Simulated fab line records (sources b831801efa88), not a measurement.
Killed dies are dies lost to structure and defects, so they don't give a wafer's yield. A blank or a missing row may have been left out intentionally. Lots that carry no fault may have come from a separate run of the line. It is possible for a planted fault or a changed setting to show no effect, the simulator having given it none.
The tool behind it: which one? / flow gf180mcu / Sampling: 14 lots, 42 wafers, 3 of 602 route steps

## WHAT EACH GAUGE READ, for each wafer
GF_CONTACT_THK_MEAS_01.
lot=L775; measured=day 15 08:44; on=film-metro-01; CONTACT_CVD_00_THK (nm)=293 295 302
lot=L776; measured=day 15 15:17; on=film-metro-03; CONTACT_CVD_00_THK (nm)=299 303 295
lot=L777; measured=day 15 15:52; on=film-metro-03; CONTACT_CVD_00_THK (nm)=302 303 306
lot=L778; measured=day 16 02:31; on=film-metro-01; CONTACT_CVD_00_THK (nm)=297 299 296
lot=L779; measured=day 16 06:46; on=film-metro-01; CONTACT_CVD_00_THK (nm)=306 295 303
lot=L780; measured=day 17 13:18; on=film-metro-01; CONTACT_CVD_00_THK (nm)=304 301 307
lot=L781; measured=day 17 12:52; on=film-metro-02; CONTACT_CVD_00_THK (nm)=298 297 296
lot=L782; measured=day 17 18:21; on=film-metro-02; CONTACT_CVD_00_THK (nm)=297 296 299
lot=L783; measured=day 17 22:34; on=film-metro-02; CONTACT_CVD_00_THK (nm)=297 296 297
lot=L794; measured=day 21 22:05; on=film-metro-03; CONTACT_CVD_00_THK (nm)=298 302 298
lot=L795; measured=day 22 21:22; on=film-metro-02; CONTACT_CVD_00_THK (nm)=304 301 300
lot=L797; measured=day 23 01:41; on=film-metro-02; CONTACT_CVD_00_THK (nm)=304 297 304
lot=L796; measured=day 23 03:12; on=film-metro-03; CONTACT_CVD_00_THK (nm)=299 298 300
lot=L798; measured=day 23 12:53; on=film-metro-02; CONTACT_CVD_00_THK (nm)=293 298 297

## TOOL THAT RAN EACH LOT (tool first, then ch and the chambers of the sampled wafers, then the start)
lot=L775; GF_STI_CMP_25=cmp-02 ch 0,2,3, day 2 06:36; GF_DUAL_GATE_OXIDATION_02=furnace-02 ch 0, day 7 22:09
lot=L776; GF_STI_CMP_25=cmp-01 ch 0,1, day 2 12:01; GF_DUAL_GATE_OXIDATION_02=furnace-01 ch 0, day 8 04:38
lot=L777; GF_STI_CMP_25=cmp-01 ch 0,2, day 2 16:27; GF_DUAL_GATE_OXIDATION_02=furnace-02 ch 0, day 8 05:34
lot=L778; GF_STI_CMP_25=cmp-01 ch 1,2,3, day 2 21:34; GF_DUAL_GATE_OXIDATION_02=furnace-02 ch 0, day 8 08:31
lot=L779; GF_STI_CMP_25=cmp-01 ch 0,1,3, day 3 03:37; GF_DUAL_GATE_OXIDATION_02=furnace-02 ch 0, day 8 15:39
lot=L780; GF_STI_CMP_25=cmp-02 ch 0,1, day 3 11:50; GF_DUAL_GATE_OXIDATION_02=furnace-02 ch 0, day 9 13:22
lot=L781; GF_STI_CMP_25=cmp-01 ch 0,1,2, day 3 11:50; GF_DUAL_GATE_OXIDATION_02=furnace-02 ch 0, day 9 14:48
lot=L782; GF_STI_CMP_25=cmp-02 ch 0,1,3, day 3 20:58; GF_DUAL_GATE_OXIDATION_02=furnace-02 ch 0, day 9 17:26
lot=L783; GF_STI_CMP_25=cmp-01 ch 0,2,3, day 3 22:56; GF_DUAL_GATE_OXIDATION_02=furnace-02 ch 0, day 9 21:32
lot=L794; GF_STI_CMP_25=cmp-01 ch 0,2,3, day 6 06:02; GF_DUAL_GATE_OXIDATION_02=furnace-02 ch 0, day 12 22:29
lot=L795; GF_STI_CMP_25=cmp-01 ch 2,3, day 6 14:02; GF_DUAL_GATE_OXIDATION_02=furnace-02 ch 0, day 13 12:13
lot=L797; GF_STI_CMP_25=cmp-01 ch 0,2, day 6 23:49; GF_DUAL_GATE_OXIDATION_02=furnace-02 ch 0, day 13 23:37
lot=L796; GF_STI_CMP_25=cmp-02 ch 0,1,2, day 6 23:53; GF_DUAL_GATE_OXIDATION_02=furnace-02 ch 0, day 13 23:37
lot=L798; GF_STI_CMP_25=cmp-01 ch 0,1, day 7 03:13; GF_DUAL_GATE_OXIDATION_02=furnace-02 ch 0, day 14 10:37
- GF_STI_CMP_25: polishes, stops on Si3N4, t overpolish 33 s, target thk 524.6 nm.
- GF_DUAL_GATE_OXIDATION_02: stabilise 600 s, purge 300 s, target thk 10.887 nm.

## WHAT THE TOOLS THEMSELVES READ (means of the sampled wafers that have a number; where no wafer has one, the mark that the record gives instead)
GF_STI_CMP_25.
lot=L775; tool=cmp-02; motor-current-A (A)=11.9; overpolish-run-s (s)=33.008; retaining-ring-pressure-frac=1.003; time-to-endpoint-s (s)=118
lot=L776; tool=cmp-01; motor-current-A (A)=12.1; overpolish-run-s (s)=32.996; retaining-ring-pressure-frac=0.998; time-to-endpoint-s (s)=126
lot=L777; tool=cmp-01; motor-current-A (A)=12.7; overpolish-run-s (s)=33.005; retaining-ring-pressure-frac=0.994; time-to-endpoint-s (s)=122
lot=L778; tool=cmp-01; motor-current-A (A)=11.9; overpolish-run-s (s)=32.995; retaining-ring-pressure-frac=1.001; time-to-endpoint-s (s)=121
lot=L779; tool=cmp-01; motor-current-A (A)=11.7; overpolish-run-s (s)=32.998; retaining-ring-pressure-frac=0.998; time-to-endpoint-s (s)=124
lot=L780; tool=cmp-02; motor-current-A (A)=9.6; overpolish-run-s (s)=32.994; retaining-ring-pressure-frac=1.003; time-to-endpoint-s (s)=127
lot=L781; tool=cmp-01; motor-current-A (A)=12.6; overpolish-run-s (s)=33.003; retaining-ring-pressure-frac=1.000; time-to-endpoint-s (s)=125
lot=L782; tool=cmp-02; motor-current-A (A)=10.4; overpolish-run-s (s)=32.986; retaining-ring-pressure-frac=1.003; time-to-endpoint-s (s)=125
lot=L783; tool=cmp-01; motor-current-A (A)=11.6; overpolish-run-s (s)=33.000; retaining-ring-pressure-frac=1.003; time-to-endpoint-s (s)=120
lot=L794; tool=cmp-01; motor-current-A (A)=12.3; overpolish-run-s (s)=33.001; retaining-ring-pressure-frac=1.004; time-to-endpoint-s (s)=121
lot=L795; tool=cmp-01; motor-current-A (A)=11.4; overpolish-run-s (s)=33.000; retaining-ring-pressure-frac=0.998; time-to-endpoint-s (s)=121
lot=L797; tool=cmp-01; motor-current-A (A)=12.8; overpolish-run-s (s)=33.003; retaining-ring-pressure-frac=1.000; time-to-endpoint-s (s)=117
lot=L796; tool=cmp-02; motor-current-A (A)=11.7; overpolish-run-s (s)=33.003; retaining-ring-pressure-frac=1.001; time-to-endpoint-s (s)=118
lot=L798; tool=cmp-01; motor-current-A (A)=12.7; overpolish-run-s (s)=32.997; retaining-ring-pressure-frac=1.006; time-to-endpoint-s (s)=122

GF_DUAL_GATE_OXIDATION_02.
lot=L775; tool=furnace-02; spike-tc-upper-C (C)=898.8; tube-center-temp-C (C)=900; tube_center_temp_C_max=902.1
lot=L776; tool=furnace-01; spike-tc-upper-C (C)=899.9; tube-center-temp-C (C)=900; tube_center_temp_C_max=902.3
lot=L777; tool=furnace-02; spike-tc-upper-C (C)=898.3; tube-center-temp-C (C)=900; tube_center_temp_C_max=902.0
lot=L778; tool=furnace-02; spike-tc-upper-C (C)=899.5; tube-center-temp-C (C)=900; tube_center_temp_C_max=902.2
lot=L779; tool=furnace-02; spike-tc-upper-C (C)=898.0; tube-center-temp-C (C)=900; tube_center_temp_C_max=902.4
lot=L780; tool=furnace-02; spike-tc-upper-C (C)=897.3; tube-center-temp-C (C)=898; tube_center_temp_C_max=900.6
lot=L781; tool=furnace-02; spike-tc-upper-C (C)=898.0; tube-center-temp-C (C)=898; tube_center_temp_C_max=900.9
lot=L782; tool=furnace-02; spike-tc-upper-C (C)=897.4; tube-center-temp-C (C)=898; tube_center_temp_C_max=900.8
lot=L783; tool=furnace-02; spike-tc-upper-C (C)=897.3; tube-center-temp-C (C)=898; tube_center_temp_C_max=901.0
lot=L794; tool=furnace-02; spike-tc-upper-C (C)=899.4; tube-center-temp-C (C)=900; tube_center_temp_C_max=902.3
lot=L795; tool=furnace-02; spike-tc-upper-C (C)=899.8; tube-center-temp-C (C)=900; tube_center_temp_C_max=902.5
lot=L797; tool=furnace-02; spike-tc-upper-C (C)=899.5; tube-center-temp-C (C)=900; tube_center_temp_C_max=902.5
lot=L796; tool=furnace-02; spike-tc-upper-C (C)=899.0; tube-center-temp-C (C)=900; tube_center_temp_C_max=902.2
lot=L798; tool=furnace-02; spike-tc-upper-C (C)=899.2; tube-center-temp-C (C)=900; tube_center_temp_C_max=902.5

## THE ANSWER, worked out from the rows above alone
Rule: what is usual is taken from the lots themselves. Put in order of their means at a reading, lots are off if they are a third of the lots or fewer, leave a main group of 4 or more, and stand apart from it by a gap of 3 or more times the standard deviation of the main group's means; of several such gaps the widest counts. A main group whose means are all the same, to the digits that the tables above print for the reading, isn't used. Also off: a lot with no number at a reading for which 4 or more lots have one. All remaining lots with rows at the step are treated as sound. First the gauges in route order, then the tools' own readings, where a lot's mean is used as printed above. At the first step where some lot is off, the reading lying furthest off is the one used; lots without a number count as furthest.
Off: L780, L781, L782, L783 (GF_DUAL_GATE_OXIDATION_02, tube_center_temp_C_max). Mean 902.3 and standard deviation 0.17 in the main group.
If a tool, at that step or one of the process steps before it, ran each lot that is off and ran no sound lot following the first of them, it fits. Of those tried, none fits.

## WHAT WAS PUT IN BY THE SIMULATOR
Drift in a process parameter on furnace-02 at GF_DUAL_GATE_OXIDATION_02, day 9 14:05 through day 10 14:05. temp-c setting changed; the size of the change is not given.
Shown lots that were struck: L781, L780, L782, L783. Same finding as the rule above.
